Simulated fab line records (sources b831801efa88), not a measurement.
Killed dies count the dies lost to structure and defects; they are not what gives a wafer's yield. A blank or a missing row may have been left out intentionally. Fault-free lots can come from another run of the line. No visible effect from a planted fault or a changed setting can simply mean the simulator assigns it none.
8D (eight disciplines) problem report, filled in by code | flow gf180mcu | the parts of the form that need people (team, actions taken, sign-off) are left out

== 1. THE ISSUE ==
SAB_CVD_00_THK at GF_SAB_THK_MEAS_01 reads a mean of 21.8 nm on 1 wafer of 1 lot; wafers without a fault read 50.0 nm with a standard deviation of 0.68. That puts it -41 standard deviations away from the usual mean.
First observed at day 18 05:41: wafer L871.6, on filmMetro-03. The record holds 39 wafers of 13 lots with a number at this step. Rule for "out" (also "out of limits"): further than 4 standard deviations from the usual mean. The other wafers with a number count as sound.

== 2. WHAT THIS IS AND IS NOT ==
question                    | is                | is not
which readings at this step | SAB_CVD_00_THK    | -
which lots                  | L871              | L862, L864, L866, L867, L877, L878, L879, L880, L881, L882, L883, L884
which wafers of those lots  | L871.6            | L871.1, L871.5
read on which gauges        | filmMetro-03      | filmMetro-02, filmMetro-04
when                        | from day 18 05:41 | up to then (14 sound wafers); but 24 sound wafers of L877, L878, L879, L880, L881, L882, L883, L884 came after

== 3. SUSPECTS, AND WHAT RULES EACH OUT ==
Counting: if a tool at a process step up to the reading ran every lot that is out, it stays a suspect. Sound lots after the first of them don't rule it out here, since some wafers of a struck lot are sound.
- the gauge at GF_SAB_THK_MEAS_01: kept. All the wafers that are out were read on filmMetro-03, and no step on other tools shows them out.
- pecvd-04 at GF_SAB_CVD_00 (deposits SiO2 from TEOS, target thk 50 nm, time 4.9302 s): kept. It processed L871, the lot that is out, at day 18 05:40, and its most recent sound lot before then was L862 at day 14 16:41.
- Within pecvd-04 at GF_SAB_CVD_00, the wafers that are out were processed in chamber 0 and their sound lot-mates in chamber 1.
Left after counting: pecvd-04 at GF_SAB_CVD_00, filmMetro-03 at GF_SAB_THK_MEAS_01.

== 4. THE CAUSE (what the simulator had put in) ==
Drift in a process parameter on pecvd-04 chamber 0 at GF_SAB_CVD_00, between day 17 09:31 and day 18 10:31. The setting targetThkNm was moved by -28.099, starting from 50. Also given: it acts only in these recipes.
Counting leaves 2 suspects; this tool is one of them.

== 5. SEQUENCE OF EFFECTS, ordered by route ==
One row per reading whose mean, taken over the struck wafers that have a number, lies over 3 standard deviations from the usual. Scope: only readings with a usual standard deviation given in the record; hours: median across lots of the time from each lot's start at the first step in this table that gives one to its start at this step; sigmas: change in usual standard deviations.
hours | step               | reading        | usual   | on struck wafers | change | sigmas
0     | GF_SAB_THK_MEAS_01 | SAB_CVD_00_THK | 50.0 nm | 21.8             | -28.2  | -41
Later steps that measure or inspect, where all struck wafers having a row at the step show a number for every such reading and not one has moved that far: GF_CONTACT_BOW_MEAS_05.

== 6. HOW IT WOULD HAVE BEEN CAUGHT EARLIER ==
20 hours passed between the start of the fault at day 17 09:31 and the first reading out of limits at a measuring or inspecting step in this record, taken at day 18 05:41.
An alarm limit of 4 standard deviations would not have fired on the tool readings at GF_SAB_CVD_00 for which the record gives a usual standard deviation, since none of them was out on any struck wafer.
The start of GF_SAB_CVD_00 on pecvd-04 came by day 18 05:41 for every one of the lots that are out (1). Tool hold at that time: it would have spared none of them.
